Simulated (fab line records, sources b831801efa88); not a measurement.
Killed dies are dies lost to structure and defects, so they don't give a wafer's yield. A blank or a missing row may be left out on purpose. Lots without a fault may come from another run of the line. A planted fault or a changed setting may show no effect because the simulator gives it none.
fab line records | flow sky130
record lots=5 wafers=15 last_day=50
route steps=708 shown METAL4@626 VIA4@639 METAL5@661 PAD_OPEN@708
lots that met no fault: from a run of the same line without faults
start_h: hours from the record's first day to the start of the lot's first wafer shown | wait_h: hours since the lot's step before | " the same as in the row above | L1.1+2: a row that stands for several wafers | - no value, or no start given | * or withheld: withheld | < > ~ a bound
route shown NAME@n: a module of which the file shows steps, and the number in the route of the first | usual: mean/standard deviation of fault-free wafers | same: alike in all rows | chamber/n: place in a boat | sites: the reading at each site | _std_site: their standard deviation | _edge_site: outer sites' mean less inner sites' | radius_mm: how far each site lies from the wafer's centre | mask NAME#n: copy n | behind: the tool/chamber that last shaped the wafer | hold: why the lot was held/for how many hours/how that ended | device: the transistor (n, p or np) that didn't switch | end of line: the same wafers' tests at the end of the route | a step without rows: its recipe alone | killed: dies lost to structure and defects at the first sort, not the wafer's yield | map: a wafer's dies, x killed, . not, _ none there
set.NAME: the setting as run; set.NAME@STEP: as run at that earlier step | model.NAME: the simulator's own value behind a step, which no gauge read
lots at some steps of the route; a table a step, a row a wafer
services: from which hour (start_h, from the record's first day; less than 0 if before it) a tool's chamber was out of use, for how many hours, and why
## steps
# step SKY_METAL4_EXPOSE_10
# recipe mask_id=MM4 na=0.68 source_shape=annular sigma_inner=0.4 sigma_outer=0.8 target_cd_nm=300 dose_mj=28
# step SKY_METAL4_PEB_11
# recipe peb_temp_c=withheld peb_time_s=withheld resist=KrF-thick
# step SKY_METAL4_DEVELOP_12
# recipe develop_time_s=60 resist=KrF-thick dev_temp_c=21
# step SKY_METAL4_CD_MEAS_13
# recipe target_cd_nm=300
# usual cd_nm=299.8/1.4
# columns lot.wafer tool chamber start_h wait_h cd_nm
L727.2 cd_sem-02 - 1009.71 - 298.0
L727.3 " - " " 297.6
L727.5 " - " " 297.9
L731.2 cd_sem-02 - 1034.46 - 299.5
L731.3 " - " " 298.9
L731.6 " - " " 300.7
L743.1 cd_sem-02 - 1111.88 - 300.2
L743.4 " - " " 300.2
L743.6 " - " " 300.2
L745.1 cd_sem-02 - 1128.50 - 301.5
L745.3 " - " " 301.3
L745.6 " - " " 300.8
L747.2 cd_sem-01 - 1128.90 - 300.2
L747.3 " - " " 300.3
L747.6 " - " " 299.1
# step SKY_METAL4_OVL_MEAS_14
# usual METAL4_OVL=-1/5.1
# columns lot.wafer tool chamber start_h wait_h METAL4_OVL[nm]
L727.2 overlay-02 - 1009.81 0.1 7
L727.3 " - " " -2
L727.5 " - " " -1
L731.2 overlay-02 - 1034.56 0.1 0
L731.3 " - " " -3
L731.6 " - " " -6
L743.1 overlay-01 - 1112.00 0.1 8
L743.4 " - " " 0
L743.6 " - " " 1
L745.1 overlay-02 - 1128.62 0.1 4
L745.3 " - " " -2
L745.6 " - " " -8
L747.2 overlay-01 - 1129.00 0.1 3
L747.3 " - " " 0
L747.6 " - " " 3
# step SKY_METAL4_DESCUM_15
# recipe chemistry=O2 source_power_w=150 bias_power_w=0 pressure_mtorr=10 temp_c=40 time_s=8
# usual chamber_pressure_mTorr=9.999/0.0092 drypump_motor_current_A=5.8/0.5 oes_product_au=1.008/0.0086 rf_fwd_power_W=147.7/0.9 temp_c=39.99/0.11
# same bias_power_w=0
# columns lot.wafer tool chamber start_h wait_h chamber_pressure_mTorr drypump_motor_current_A oes_product_au rf_fwd_power_W rf_hours_counter_h temp_c
L727.2 rie_metal-01 0 1009.84 0.0 9.994 6.2 1.004 147.2 6 39.95
L727.3 " 1 " " 9.987 5.2 0.998 146.9 - 40.14
L727.5 " 1 " " 10.006 5.2 0.999 147.0 - 39.85
L731.2 rie_metal-01 0 1034.59 0.0 10.010 6.2 0.995 147.8 8 39.91
L731.3 " 0 " " 10.018 6.3 1.007 148.8 - 39.98
L731.6 " 1 " " 9.985 5.2 1.014 148.6 - 39.91
L743.1 rie_metal-04 1 1112.03 0.0 10.001 4.9 1.006 146.2 9 39.89
L743.4 " 0 " " 9.999 6.2 1.005 146.0 - 40.07
L743.6 " 1 " " 10.005 4.9 1.011 145.7 - 39.76
L745.1 rie_metal-04 1 1128.66 0.0 9.990 4.9 1.009 146.8 10 40.00
L745.3 " 1 " " 9.982 4.9 1.006 147.0 - 39.91
L745.6 " 1 " " 9.997 4.9 0.999 146.9 - 39.78
L747.2 rie_metal-01 1 1129.03 0.0 10.003 5.2 1.015 147.7 12 40.00
L747.3 " 1 " " 9.994 5.2 1.012 147.5 - 40.04
L747.6 " 1 " " 9.999 5.2 1.006 147.7 - 39.90
# step SKY_METAL4_ETCH_16
# recipe chemistry=N2/H2 target=BARC ion_energy_ev=200 bias_w=100 pressure_mtorr=30 n2_flow_sccm=100 h2_flow_sccm=200 icp_w=500 stop_on=SiO2 time_s=88.2 target_depth_a=600
# usual chamber_pressure_mTorr=30.002/0.028 drypump_motor_current_A=5.8/0.5 oes_product_au=0.626/0.0043 rf_fwd_power_W=497.3/1.7 throttle_valve_pct=13.206/0.0085
# columns lot.wafer tool chamber start_h wait_h chamber_pressure_mTorr drypump_motor_current_A oes_product_au rf_fwd_power_W rf_hours_counter_h throttle_valve_pct
L727.2 rie_metal-01 0 1009.88 0.0 29.976 6.3 0.627 498.8 6 13.202
L727.3 " 1 " " 29.995 5.2 0.624 495.9 - 13.206
L727.5 " 1 " " 30.053 5.2 0.623 495.9 - 13.211
L731.2 rie_metal-01 0 1034.63 0.0 29.978 6.3 0.624 498.2 8 13.215
L731.3 " 0 " " 30.037 6.3 0.627 499.2 - 13.220
L731.6 " 1 " " 29.990 5.2 0.618 496.6 - 13.204
L743.1 rie_metal-04 1 1112.07 0.0 30.022 4.9 0.622 495.2 9 13.201
L743.4 " 0 " " 29.971 6.2 0.628 494.9 - 13.199
L743.6 " 1 " " 29.955 4.9 0.628 496.2 - 13.187
L745.1 rie_metal-04 1 1128.69 0.0 29.992 4.9 0.631 497.5 10 13.217
L745.3 " 1 " " 29.957 4.9 0.631 495.2 - 13.201
L745.6 " 1 " " 30.024 4.9 0.633 497.1 - 13.213
L747.2 rie_metal-01 1 1129.07 0.0 30.030 5.2 0.628 495.8 12 13.198
L747.3 " 1 " " 30.015 5.2 0.622 497.0 - 13.209
L747.6 " 1 " " 30.011 5.2 0.637 495.5 - 13.209
# step SKY_METAL4_ETCH_17
# recipe target=SiO2 stop_on=TiN chemistry=C4F8/O2/Ar source_w=1500 bias_w=1200 pressure_mtorr=40 c4f8_flow_sccm=withheld O2_flow_sccm=6 Ar_flow_sccm=300 time_s=3.9 target_depth_a=150
# step SKY_METAL4_METAL_ETCH_18
# recipe target_depth_a=8450 stop_on=SiO2 over_etch_frac=0.3 time_s=183.1 chemistry=Cl2/BCl3 resist_sidewall_deg=88 pressure_mtorr=10 icp_w=900 bias_w=48.5 Cl2_flow_sccm=60 bcl3_flow_sccm=30
# step SKY_METAL4_STRIP_19
# recipe chemistry=O2/N2 power_w=1400 pressure_mtorr=1500 platen_temp_c=withheld o2_flow_sccm=3000 n2_flow_sccm=300 overash_fraction=0.5
# usual chamber_pressure_mTorr=1500.2/1.3 drypump_motor_current_A=5.8/0.55 oes_product_au=0.500/0.0057 strip_time_to_endpoint_s=6.49/0.061
# same overash_fraction=0.5
# columns lot.wafer tool chamber start_h wait_h chamber_pressure_mTorr drypump_motor_current_A oes_product_au rf_hours_counter_h strip_time_to_endpoint_s
L727.2 plasma_asher-02 0 1010.17 0.1 1499.5 4.9 0.498 120 6.46
L727.3 " 1 " " 1501.1 6.1 0.500 - 6.51
L727.5 " 1 " " 1499.7 6.2 0.497 - 6.44
L731.2 plasma_asher-01 1 1034.92 0.1 1501.8 5.7 0.491 60 6.44
L731.3 " 0 " " 1498.6 6.1 0.497 - 6.47
L731.6 " 0 " " 1499.7 6.1 0.497 - 6.41
L743.1 plasma_asher-02 0 1112.36 0.1 1499.2 4.9 0.504 5 6.45
L743.4 " 0 " " 1498.2 4.9 0.497 - 6.45
L743.6 " 1 " " 1500.5 6.1 0.488 - 6.44
L745.1 plasma_asher-02 0 1128.98 0.1 1502.9 4.9 0.494 7 6.39
L745.3 " 0 " " 1501.7 4.9 0.509 - 6.62
L745.6 " 1 " " 1499.5 6.1 0.498 - 6.32
L747.2 plasma_asher-04 0 1129.36 0.1 1500.7 6.6 0.494 98 6.50
L747.3 " 1 " " 1503.2 5.5 0.500 - 6.47
L747.6 " 1 " " 1500.1 5.4 0.510 - 6.54
# step SKY_METAL4_STRIP_20
# recipe chemistry=post_etch_residue_remover time_s=1200 temp_c=72.5
# step SKY_METAL4_CLEAN_21
# recipe chemistry=IPA time_s=180 temp_c=25
# step SKY_METAL4_CLEAN_22
# recipe chemistry=O3/DIW dry=n2_spin
# columns lot.wafer tool chamber start_h wait_h
L727.2+3+5 wet_bench-02 0 1010.68 0.0
L731.2+3+6 wet_bench-01 2 1035.42 0.0
L743.1+4+6 wet_bench-02 2 1112.86 0.0
L745.1+3+6 wet_bench-04 3 1129.48 0.0
L747.2+3+6 wet_bench-04 1 1129.86 0.0
# step SKY_VIA4_HDPCVD_00
# recipe material=SiO2 target_thk_nm=1750 sigma_open_frac=0.3 time_s=291.7 temp_c=400 sih4_flow_sccm=60 pressure_mtorr=6
# step SKY_VIA4_THK_MEAS_01
# recipe reads=SiO2_of_VIA4_HDPCVD_00
# usual VIA4_HDPCVD_THK=1750/24
# columns lot.wafer tool chamber start_h wait_h VIA4_HDPCVD_THK[nm]
L727.2 film_metro-04 - 1010.96 0.1 1723
L727.3 " - " " 1781
L727.5 " - " " 1787
L731.2 film_metro-02 - 1035.71 0.1 1739
L731.3 " - " " 1754
L731.6 " - " " 1754
L743.1 film_metro-02 - 1113.13 0.1 1794
L743.4 " - " " 1766
L743.6 " - " " 1773
L745.1 film_metro-01 - 1129.75 0.1 1716
L745.3 " - " " 1730
L745.6 " - " " 1774
L747.2 film_metro-01 - 1130.14 0.1 1720
L747.3 " - " " 1738
L747.6 " - " " 1731
# step SKY_VIA4_CMP_02
# recipe material=SiO2 down_force_psi=4 platen_rpm=60 pad_velocity_m_s=0.94248
# step SKY_VIA4_BOW_MEAS_03
# recipe mode=bow
# usual VIA4_BOW=79/9
# columns lot.wafer tool chamber start_h wait_h VIA4_BOW[um]
L727.2 film_metro-01 - 1011.33 0.2 68
L727.3 " - " " 83
L727.5 " - " " 83
L731.2 film_metro-01 - 1036.08 0.3 65
L731.3 " - " " 67
L731.6 " - " " 61
L743.1 film_metro-01 - 1113.49 0.2 76
L743.4 " - " " 71
L743.6 " - " " 74
L745.1 film_metro-02 - 1130.11 0.1 96
L745.3 " - " " 96
L745.6 " - " " 76
L747.2 film_metro-04 - 1130.51 0.3 77
L747.3 " - " " 67
L747.6 " - " " 81
# step SKY_VIA4_DEHYDRATE_04
# recipe temp_c=200 time_s=60
# step SKY_VIA4_HMDS_05
# recipe prime_time_s=60 prime_temp_c=120
# step SKY_VIA4_COAT_06
# recipe resist=NOVOLAK spin_rpm=3000 resist_thk_nm=1140
# step SKY_VIA4_SOFTBAKE_07
# recipe temp_c=90 time_s=60 resist=NOVOLAK
# step SKY_VIA4_EXPOSE_08
# recipe mask_id=VIM4 na=0.6 source_shape=conventional sigma_outer=0.6 polarization=unpolarized target_cd_nm=800 dose_mj=132
# step SKY_VIA4_PEB_09
# recipe temp_c=withheld time_s=* resist=NOVOLAK
# step SKY_VIA4_DEVELOP_10
# recipe resist=NOVOLAK developer=TMAH develop_time_s=60 dev_temp_c=23
# step SKY_VIA4_OVL_MEAS_11
# usual VIA4_OVL=0.5/1.4
# columns lot.wafer tool chamber start_h wait_h VIA4_OVL[nm]
L727.2 overlay-02 - 1033.76 0.1 2.6
L727.3 " - " " 0.5
L727.5 " - " " 1.8
L731.2 overlay-01 - 1057.56 0.1 -0.7
L731.3 " - " " 1.0
L731.6 " - " " 1.0
L743.1 overlay-01 - 1133.11 0.1 0.2
L743.4 " - " " 1.1
L743.6 " - " " 0.0
L745.1 overlay-01 - 1148.21 0.1 0.2
L745.3 " - " " 0.4
L745.6 " - " " -1.7
L747.2 overlay-01 - 1149.41 0.1 -1.5
L747.3 " - " " -1.0
L747.6 " - " " -1.0
# step SKY_VIA4_ETCH_12
# recipe target=SiO2 chemistry=C4F8/O2/Ar stop_on=TiN mask_material=NOVOLAK source_w=1500 bias_w=1200 pressure_mtorr=40 c4f8_flow_sccm=withheld O2_flow_sccm=6 Ar_flow_sccm=300 time_s=withheld target_depth_a=5800
# step SKY_VIA4_STRIP_13
# recipe chemistry=O2/N2 power_w=1400 pressure_mtorr=1500 platen_temp_c=withheld o2_flow_sccm=3000 n2_flow_sccm=300 overash_fraction=0.5
# step SKY_VIA4_STRIP_14
# recipe chemistry=post_etch_residue_remover time_s=1200 temp_c=72.5
# step SKY_VIA4_CLEAN_15
# recipe chemistry=IPA time_s=180 temp_c=25
# step SKY_VIA4_CLEAN_16
# recipe chemistry=O3/DIW dry=n2_spin
# step SKY_VIA4_SPUTTER_17
# recipe material=TiN target_thk_nm=20 chamber_pressure_pa=5 power_w=4000 time_s=80
# usual throttle_valve_pct=29.9/1.3
# columns lot.wafer tool chamber start_h wait_h throttle_valve_pct
L727.2 pvd_sputter-01 - 1034.46 0.0 28.4
L727.3 " - " " 32.4
L727.5 " - " " 28.6
L731.2 pvd_sputter-01 - 1058.25 0.0 30.0
L731.3 " - " " 28.5
L731.6 " - " " 30.0
L743.1 pvd_sputter-01 - 1133.82 0.0 32.3
L743.4 " - " " 30.1
L743.6 " - " " 30.0
L745.1 pvd_sputter-01 - 1149.27 0.0 30.1
L745.3 " - " " 30.0
L745.6 " - " " 32.6
L747.2 pvd_sputter-04 - 1150.22 0.0 30.0
L747.3 " - " " 29.2
L747.6 " - " " 29.0
# step SKY_VIA4_CVD_18
# recipe material=W target_thk_nm=505 time_s=152.14 temp_c=400 pressure_torr=40
# step SKY_VIA4_RS_MEAS_19
# recipe thk_meas_gauge=four-point-probe reads=W_of_VIA4_CVD_18+TiN_of_VIA4_SPUTTER_17
# usual VIA4_W_RS=0.2256/0.0021
# columns lot.wafer tool chamber start_h wait_h VIA4_W_RS[ohm/sq]
L727.2 film_metro-02 - 1034.69 0.1 0.2254
L727.3 " - " " 0.2276
L727.5 " - " " 0.2264
L731.2 film_metro-01 - 1058.48 0.1 0.2236
L731.3 " - " " 0.2240
L731.6 " - " " 0.2242
L743.1 film_metro-04 - 1134.03 0.1 0.2251
L743.4 " - " " 0.2265
L743.6 " - " " 0.2250
L745.1 film_metro-02 - 1149.48 0.1 0.2234
L745.3 " - " " 0.2240
L745.6 " - " " 0.2252
L747.2 film_metro-02 - 1150.46 0.1 0.2242
L747.3 " - " " 0.2299
L747.6 " - " " 0.2253
# step SKY_VIA4_THK_MEAS_20
# recipe thk_meas_gauge=xrf reads=W_of_VIA4_CVD_18
# usual VIA4_W_THK=520/5.6
# columns lot.wafer tool chamber start_h wait_h VIA4_W_THK[nm]
L727.2 film_metro-02 - 1034.80 0.1 519
L727.3 " - " " 517
L727.5 " - " " 517
L731.2 film_metro-01 - 1058.59 0.1 527
L731.3 " - " " 518
L731.6 " - " " 521
L743.1 film_metro-04 - 1134.15 0.1 520
L743.4 " - " " 520
L743.6 " - " " 526
L745.1 film_metro-02 - 1149.60 0.1 524
L745.3 " - " " 523
L745.6 " - " " 526
L747.2 film_metro-02 - 1150.57 0.1 526
L747.3 " - " " 513
L747.6 " - " " 522
# step SKY_VIA4_CMP_21
# recipe stop_on=SiO2 t_overpolish_s=25 down_force_psi=3.5 platen_rpm=60 target_thk_nm=0 pad_velocity_m_s=0.94248
# usual motor_current_A=11.1/0.64 overpolish_run_s=24.998/0.0088 time_to_endpoint_s=124/4.5
# columns lot.wafer tool chamber start_h wait_h motor_current_A overpolish_run_s time_to_endpoint_s
L727.3 cmp-01 0 1034.90 0.1 12.0 24.992 128
L727.2 " 1 " " 10.1 24.992 124
L727.5 " 3 " " 10.4 24.998 124
L731.2 cmp-01 1 1058.74 0.1 9.8 24.991 127
L731.3 " 2 " " 11.5 25.015 128
L731.6 " 0 " " 11.8 24.997 133
L743.4 cmp-02 2 1134.21 0.0 11.4 25.003 117
L743.1 " 0 " " 10.8 25.008 125
L743.6 " 2 " " 11.8 24.992 120
L745.3 cmp-02 3 1149.76 0.1 10.6 24.972 121
L745.1 " 0 " " 10.8 24.999 128
L745.6 " 1 " " 11.0 24.987 121
L747.3 cmp-01 1 1150.62 0.0 10.1 25.000 116
L747.2 " 0 " " 12.0 24.991 117
L747.6 " 1 " " 10.2 24.998 117
# step SKY_METAL5_SPUTTER_00
# recipe material=Ti target_thk_nm=15 power_w=3000 time_s=10 chamber_pressure_pa=0.4
# step SKY_METAL5_SPUTTER_01
# recipe material=TiN target_thk_nm=20 power_w=6500 time_s=16.7 chamber_pressure_pa=0.4
# step SKY_METAL5_SPUTTER_02
# recipe material=AlCu target_thk_nm=1150 power_w=10600 time_s=61.2 chamber_pressure_pa=0.4
# step SKY_METAL5_SPUTTER_03
# recipe material=Ti target_thk_nm=5 power_w=3000 time_s=3.3 chamber_pressure_pa=0.4
# step SKY_METAL5_SPUTTER_04
# recipe material=TiN target_thk_nm=70 power_w=6500 time_s=58.3 chamber_pressure_pa=0.4
# step SKY_METAL5_RS_MEAS_05
# recipe thk_meas_gauge=four-point-probe reads=TiN_of_METAL5_SPUTTER_04+Ti_of_METAL5_SPUTTER_03+AlCu_of_METAL5_SPUTTER_02+TiN_of_METAL5_SPUTTER_01+Ti_of_METAL5_SPUTTER_00
# usual METAL5_ALCU_RS=0.0270/0.00032
# columns lot.wafer tool chamber start_h wait_h METAL5_ALCU_RS[ohm/sq]
L727.2 film_metro-03 - 1035.34 0.0 0.0263
L727.3 " - " " 0.0276
L727.5 " - " " 0.0275
L731.2 film_metro-01 - 1059.13 0.0 0.0272
L731.3 " - " " 0.0272
L731.6 " - " " 0.0273
L743.1 film_metro-04 - 1134.68 0.0 0.0271
L743.4 " - " " 0.0272
L743.6 " - " " 0.0273
L745.1 film_metro-01 - 1150.12 0.0 0.0267
L745.3 " - " " 0.0272
L745.6 " - " " 0.0272
L747.2 film_metro-04 - 1151.10 0.0 0.0266
L747.3 " - " " 0.0268
L747.6 " - " " 0.0268
# step SKY_METAL5_THK_MEAS_06
# recipe thk_meas_gauge=xrf reads=AlCu_of_METAL5_SPUTTER_02
# usual METAL5_ALCU_THK=1155/15
# columns lot.wafer tool chamber start_h wait_h METAL5_ALCU_THK[nm]
L727.2 film_metro-03 - 1035.45 0.1 1184
L727.3 " - " " 1132
L727.5 " - " " 1133
L731.2 film_metro-01 - 1059.24 0.1 1155
L731.3 " - " " 1142
L731.6 " - " " 1146
L743.1 film_metro-04 - 1134.80 0.1 1153
L743.4 " - " " 1146
L743.6 " - " " 1147
L745.1 film_metro-01 - 1150.24 0.1 1176
L745.3 " - " " 1158
L745.6 " - " " 1157
L747.2 film_metro-04 - 1151.21 0.1 1173
L747.3 " - " " 1168
L747.6 " - " " 1163
# step SKY_PAD_OPEN_PROBE_99
# usual defect_limited_yield=82.4/1.9 killed_at_M0_to_M3=43/6.7 killed_at_M4_up=3.1/1.9 killed_at_contacts=25/5 killed_at_front_end=15/4 killed_at_other=0.4/0.69 killed_dies=87/9.2 killed_open=46/7.1 killed_short=40/6.8 sort_bin_3_pad_short=0.9/0.48 sort_bin_5_function=10.3/1.5 sort_bin_6_memory=6.4/1.2 sort_n_pass=405/9.2 sort_yield_pct=82.4/1.9
# same gross_dies=492 killed_at_back_side=0 sort_bin_4_leakage[%]=0 sort_bin_8_speed[%]=0
# columns lot.wafer tool chamber start_h wait_h defect_limited_yield[%] killed_at_M0_to_M3 killed_at_M4_up killed_at_contacts killed_at_front_end killed_at_other killed_dies killed_open killed_short sort_bin_3_pad_short[%] sort_bin_5_function[%] sort_bin_6_memory[%] sort_n_pass sort_yield_pct[%] model.etest.tester.sort_n_pass model.etest.tester.sort_yield_pct model.etest.tester.sort_bin_5_pct model.etest.tester.sort_bin_3_pct
L727.2 prober-01 - 1101.84 0.1 84.3 33 2 30 12 0 77 38 37 0.4 11.2 4.1 415 84.3 415 84.35 11.18 0.4065
L727.3 prober-01 - 1101.89 0.2 83.9 48 1 23 7 0 79 37 42 1.2 8.1 6.7 413 83.9 413 83.94 8.13 1.22
L727.5 prober-01 - 1101.99 0.2 82.5 47 2 22 15 0 86 39 47 0.8 9.3 7.3 406 82.5 406 82.52 9.35 0.813
L731.2 prober-02 - 1124.57 0.1 75.0 37 57 21 8 0 123 39 34 1.8 15.7 7.5 369 75.0 369 75 15.65 1.829
L731.3 prober-02 - 1124.62 0.2 73.2 36 51 28 17 0 132 44 41 1.8 17.5 7.5 360 73.2 360 73.17 17.48 1.829
L731.6 prober-02 - 1124.77 0.2 75.4 49 47 17 8 0 121 39 36 2.8 15.0 6.7 371 75.4 371 75.41 15.04 2.846
L743.1 prober-02 - 1190.76 0.1 80.5 44 3 28 20 1 96 57 39 1.2 11.4 6.9 396 80.5 396 80.49 11.38 1.22
L743.4 prober-02 - 1190.91 0.2 83.1 44 4 24 11 0 83 50 33 0.6 11.4 4.9 409 83.1 409 83.13 11.38 0.6098
L743.6 prober-02 - 1191.01 0.2 80.3 52 4 26 15 0 97 50 47 1.4 11.2 7.1 395 80.3 395 80.28 11.18 1.423
L745.1 prober-02 - 1203.11 0.1 81.1 50 4 21 18 0 93 43 49 0.8 10.0 8.1 399 81.1 399 81.1 9.959 0.813
L745.3 prober-02 - 1203.21 0.2 83.7 48 0 15 17 0 80 45 35 1.2 8.9 6.1 412 83.7 412 83.74 8.943 1.22
L745.6 prober-02 - 1203.36 0.2 80.1 53 4 22 19 0 98 52 46 0.6 12.0 7.3 394 80.1 394 80.08 11.99 0.6098
L747.2 prober-01 - 1204.66 0.1 84.6 33 1 24 17 1 76 41 35 0.6 10.6 4.3 416 84.6 416 84.55 10.57 0.6098
L747.3 prober-01 - 1204.71 0.2 83.7 38 3 25 14 0 80 45 35 0.2 10.6 5.5 412 83.7 412 83.74 10.57 0.2033
L747.6 prober-01 - 1204.86 0.2 80.7 43 7 30 15 0 95 46 49 0.2 12.2 6.9 397 80.7 397 80.69 12.2 0.2033
# killed by level:class
L727.2 CONTACT:geometric_particle:open=10 LOCAL_INTERCONNECT:geometric_particle:short=8 LI_CONTACT:geometric_particle:open=7 METAL1:geometric_particle:short=5 VIA3:geometric_particle:open=4 METAL2:geometric_particle:short=4 VIA2:geometric_particle:open=4 FIELD_ISO:geometric_particle:short=3
L727.3 VIA1:geometric_particle:open=9 LI_CONTACT:geometric_particle:open=8 VIA2:geometric_particle:open=7 CONTACT:geometric_particle:short=6 METAL1:geometric_particle:short=6 VIA1:geometric_particle:short=6 VIA2:geometric_particle:short=5 CONTACT:geometric_particle:open=5
L727.5 CONTACT:geometric_particle:open=11 METAL1:geometric_particle:short=8 METAL2:geometric_particle:short=8 VIA1:geometric_particle:short=7 VIA2:geometric_particle:open=5 FIELD_ISO:geometric_particle:open=4 FIELD_ISO:geometric_particle:short=4 POLY_GATE:geometric_particle:short=4
L731.2 METAL4:unspecified=50 VIA3:geometric_particle:open=8 VIA2:geometric_particle:open=7 METAL4:geometric_particle:short=7 VIA1:geometric_particle:open=6 LI_CONTACT:geometric_particle:open=5 LI_CONTACT:geometric_particle:short=4 LOCAL_INTERCONNECT:geometric_particle:short=4
L731.3 METAL4:unspecified=47 CONTACT:geometric_particle:open=9 CONTACT:geometric_particle:short=8 VIA1:geometric_particle:open=8 METAL2:geometric_particle:short=5 VIA3:geometric_particle:short=5 VIA3:geometric_particle:open=5 FIELD_ISO:geometric_particle:open=4
L731.6 METAL4:unspecified=46 VIA1:geometric_particle:open=12 VIA2:geometric_particle:open=9 METAL2:geometric_particle:short=7 VIA3:geometric_particle:open=6 CONTACT:geometric_particle:open=6 VIA1:geometric_particle:short=5 FIELD_ISO:geometric_particle:short=3
L743.1 CONTACT:geometric_particle:open=13 VIA1:geometric_particle:open=12 VIA3:geometric_particle:open=9 LI_CONTACT:geometric_particle:open=7 FIELD_ISO:geometric_particle:short=6 POLY_GATE:geometric_particle:open=5 POLY_GATE:geometric_particle:short=5 CONTACT:geometric_particle:short=5
L743.4 VIA3:geometric_particle:open=12 CONTACT:geometric_particle:open=11 VIA1:geometric_particle:open=11 CONTACT:geometric_particle:short=5 VIA1:geometric_particle:short=5 FIELD_ISO:geometric_particle:short=4 LI_CONTACT:geometric_particle:open=4 FIELD_ISO:geometric_particle:open=3
L743.6 VIA1:geometric_particle:open=15 CONTACT:geometric_particle:short=7 LI_CONTACT:geometric_particle:open=7 VIA1:geometric_particle:short=7 VIA2:geometric_particle:open=7 CONTACT:geometric_particle:open=6 FIELD_ISO:geometric_particle:short=5 FIELD_ISO:geometric_particle:open=4
L745.1 VIA1:geometric_particle:open=10 VIA1:geometric_particle:short=7 METAL2:geometric_particle:short=7 LI_CONTACT:geometric_particle:open=6 CONTACT:geometric_particle:open=6 METAL1:geometric_particle:short=5 VIA3:geometric_particle:open=5 VIA3:geometric_particle:short=5
L745.3 VIA1:geometric_particle:open=14 CONTACT:geometric_particle:open=7 POLY_GATE:geometric_particle:short=6 VIA2:geometric_particle:open=6 METAL2:geometric_particle:short=6 VIA3:geometric_particle:open=5 VIA1:geometric_particle:short=4 FIELD_ISO:geometric_particle:short=3
L745.6 VIA2:geometric_particle:open=12 VIA1:geometric_particle:open=10 FIELD_ISO:geometric_particle:open=7 CONTACT:geometric_particle:open=7 METAL2:geometric_particle:short=7 VIA3:geometric_particle:open=6 LI_CONTACT:geometric_particle:short=5 METAL1:geometric_particle:short=5
L747.2 CONTACT:geometric_particle:open=9 METAL1:geometric_particle:short=8 VIA1:geometric_particle:open=6 LOCAL_INTERCONNECT:geometric_particle:short=5 VIA2:geometric_particle:open=5 FIELD_ISO:geometric_particle:open=3 FIELD_ISO:geometric_particle:short=3 CONTACT:geometric_particle:short=3
L747.3 CONTACT:geometric_particle:open=9 LI_CONTACT:geometric_particle:open=7 VIA1:geometric_particle:open=7 VIA3:geometric_particle:open=7 FIELD_ISO:geometric_particle:short=6 VIA1:geometric_particle:short=5 VIA2:geometric_particle:open=5 METAL3:geometric_particle:short=5
L747.6 VIA1:geometric_particle:open=10 METAL2:geometric_particle:short=9 CONTACT:geometric_particle:short=8 LI_CONTACT:geometric_particle:open=8 VIA3:geometric_particle:open=7 CONTACT:geometric_particle:open=6 LOCAL_INTERCONNECT:geometric_particle:short=5 METAL4:geometric_particle:short=5
# map L731.3 (x killed, . not)
__________.........._________
________...x...x..x.x._______
______x..............x.._____
_____.........xx.....x...____
____...x..x..x.x.......x..___
___.......xx.x.xx...x......__
__...x..x....x..x.......x..._
_x..xxxx.x.................x.
_.xxxxxxxx.x.x......x..x.....
_x..xxxxxxx...........x.xxx..
_.xxxxxxxxx...x.x...x........
_xx.xxxxxxxxx.....x.x........
_.x.xxxxxxx..x........x....x.
_..x.xxx.....x.x.xx..........
_..x...x.x......x.....x..x...
__..........x..x.x.........._
___....xx..x..x........x.x.__
____..x........x..x.....xx___
_____...............xx...____
______...x....x.xx.....x_____
________......x......x_______
__________..xx.....x_________
# map L745.6 (x killed, . not)
__________.x.x......_________
________..xx....x....x_______
______.x........x.x.x..._____
_____.x...x.........x....____
____....x..x....x......x.x___
___...........x......x.....__
__..x...xx.....x..x..x.....x_
_x...x.....xx...xx......x....
_...x.x..x....xx.............
_x......xx..............xx.x.
_.........x..................
_...xx............xxx...xxx.x
_.....x..xx............x.....
_....x........xx.....x......x
_x...x....x....x......xx....x
__...x....xxx.......x......._
___.x..x.....x......xx...x.__
____...x.....x.x.xxx..xx.x___
_____...xx....x...x......____
______x...........x....._____
________.......x......_______
__________.........._________
## services
# columns tool chamber start_h hours kind
plasma_asher-01 - 994.74 0.7 repair
plasma_asher-04 - 995.73 13.3 repair
cmp-01 - 1011.31 9.1 pm
cmp-02 - 1015.32 3.3 repair
pvd_sputter-01 2 1021.16 - consumable_replace:kit
pvd_sputter-01 2 1021.16 18.0 scheduled_down
pvd_sputter-01 2 1021.16 18.0 vent_cycle
plasma_asher-02 - 1055.25 9.0 pm
plasma_asher-02 0 1055.25 9.0 vent_cycle
plasma_asher-02 1 1055.25 9.0 vent_cycle
cmp-02 - 1064.12 0.5 repair
plasma_asher-02 0 1064.25 - clean
plasma_asher-02 1 1064.25 - clean
cmp-01 - 1080.93 1.0 repair
cmp-01 - 1084.00 4.0 pm
cmp-01 - 1088.00 - consumable_replace:conditioner
cmp-01 - 1088.00 - consumable_replace:pad
cmp-02 - 1120.78 1.5 repair
pvd_sputter-01 1 1120.88 - consumable_replace:kit
pvd_sputter-01 1 1120.88 18.0 scheduled_down
pvd_sputter-01 1 1120.88 18.0 vent_cycle
plasma_asher-04 - 1121.95 1.5 repair
cmp-02 - 1144.69 2.4 repair
plasma_asher-02 - 1146.75 1.4 repair
## key
first_sign step=SKY_PAD_OPEN_PROBE_99 reading=killed_at_M4_up direction=up sigmas=25 usual=3.1 struck=51.7
effect step=SKY_PAD_OPEN_PROBE_99 reading=defect_limited_yield direction=down sigmas=4.2 usual=82.4 struck=74.5
model_effect step=SKY_PAD_OPEN_PROBE_99 value=etest.tester.sort_n_pass without=408.3 struck=366.7
met_at SKY_METAL4_CLEAN_22
struck_wafers L731.2,L731.3,L731.6
also_fits SKY_METAL4_STRIP_19:plasma_asher-01
fault kind=chamber_particle_source tool=wet_bench-01 chamber=2 onset_h=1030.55 steps=SKY_METAL4_CLEAN_22 rate_per_visit_cm2=0.7074 end_h=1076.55
